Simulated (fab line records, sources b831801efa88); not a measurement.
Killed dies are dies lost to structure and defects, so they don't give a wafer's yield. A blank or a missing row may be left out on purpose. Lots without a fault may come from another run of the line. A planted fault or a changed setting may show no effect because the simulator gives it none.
Split-lot experiment | flow sky130 | 5 lots, 23 wafers read, on a route of 708 steps

THE SPLIT
At SKY_CONTACT_CMP_27 (polishes, stops on SiO2, t overpolish 15 s, target thk 0 nm), the setting t_overpolish_s was moved away from the recipe's 15 s on 8 of the 23 wafers read, by -23.8% to -10.1%. The other wafers ran this setting at the recipe's value.

The reading is taken at the split's own step.

THE READING
overpolish_run_s, in s, at SKY_CONTACT_CMP_27 (polishes, stops on SiO2, t overpolish 15 s, target thk 0 nm). Fault-free wafers of this fab line usually give 14.998 s, standard deviation 0.0094 s.

wafer  | tool, chamber at the split | t_overpolish_s as run, s | against the recipe | overpolish_run_s, s | against lot-mates on the recipe
L074.4 | cmp-02, 3                  | 15                       | recipe             | 15.005              | -
L074.3 | cmp-02, 0                  | 15                       | recipe             | 15.008              | -
L074.1 | cmp-02, 2                  | 15                       | recipe             | 15.010              | -
L074.6 | cmp-02, 3                  | 15                       | recipe             | 14.989              | -
L074.5 | cmp-02, 0                  | 15                       | recipe             | 14.985              | -
L076.2 | cmp-02, 0                  | 15                       | recipe             | 15.000              | -
L076.1 | cmp-02, 1                  | 15                       | recipe             | 15.016              | -
L076.6 | cmp-02, 2                  | 15                       | recipe             | 14.990              | -
L077.3 | cmp-02, 3                  | 15                       | recipe             | 15.005              | -
L077.1 | cmp-02, 1                  | 13.49                    | -10.1%             | 13.486              | -1.510
L077.4 | cmp-02, 2                  | 15                       | recipe             | 14.980              | -
L077.6 | cmp-02, 3                  | 15                       | recipe             | 15.004              | -
L077.5 | cmp-02, 0                  | 13.49                    | -10.1%             | 13.494              | -1.502
L081.1 | cmp-02, 3                  | 15                       | recipe             | 14.983              | -
L081.3 | cmp-02, 0                  | 15                       | recipe             | 15.011              | -
L081.2 | cmp-02, 1                  | 11.43                    | -23.8%             | 11.435              | -3.562
L081.4 | cmp-02, 2                  | 11.43                    | -23.8%             | 11.449              | -3.548
L081.6 | cmp-02, 3                  | 11.43                    | -23.8%             | 11.420              | -3.577
L083.4 | cmp-02, 3                  | 15                       | recipe             | 15.004              | -
L083.1 | cmp-02, 0                  | 12.52                    | -16.5%             | 12.519              | -2.480
L083.2 | cmp-02, 1                  | 12.52                    | -16.5%             | 12.522              | -2.477
L083.3 | cmp-02, 2                  | 15                       | recipe             | 14.995              | -
L083.6 | cmp-02, 0                  | 12.52                    | -16.5%             | 12.514              | -2.486

THE FIT
A straight line over all 23 wafers: overpolish_run_s changes by +0.15 s for each +1% of t_overpolish_s; r = +1.00; the points scatter about the line by 0.01 s.
The same after taking each lot's own level away (the mean of its wafers on the recipe; 23 wafers): +0.15 s for each +1%; r = +1.00; scatter 0.01 s.
On that fit, the largest move of t_overpolish_s shifts the reading by 3.6 s.
The lots' own levels span 14.9963 to 15.0020 s, that is 0.6 times the standard deviation above.
So the lot-to-lot level changes the slope little: the two slopes agree.
Check: with one of the wafers moved furthest among these (-23.8%) left out of the fit, the line predicts -3.57 s for it against its lot-mates. It came out at -3.56 s against them.
Tool readings at the split's step, against how far the setting was moved: overpolish_run_s r = +1.00.

OTHER SPLITS ON THESE WAFERS
These wafers also went through other splits before the reading. Each is held against what the fit with the lots' levels taken away leaves over:
other split on the same wafers       | wafers away from the commonest value | r with overpolish_run_s (lot level and that fit taken away)
SKY_LDD_P_DEVELOP_06 dev_temp_c      | 8                                    | -0.18
SKY_LDD_HVN_IMPLANT_08 energy_kev    | 10                                   | -0.04
SKY_LDD_LDN_IMPLANT_10 energy_kev    | 8                                    | -0.04
SKY_SD_P_DEVELOP_06 develop_time_s   | 11                                   | +0.01
SKY_RES_XHIGH_IMPLANT_07 dose_cm2    | 8                                    | +0.08
SKY_SD_N_SOFTBAKE_03 temp_c          | 8                                    | +0.22
SKY_LI_CONTACT_EXPOSE_09 dose_mj     | 6                                    | +0.12
SKY_LI_CONTACT_ETCH_14 ion_energy_ev | 9                                    | +0.24
SKY_CONTACT_ETCH_16 time_s           | 10                                   | +0.22

THE FILE'S OWN FIT
overpolish_run_s changes by +0.15 s for each +1% of t_overpolish_s, r = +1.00.
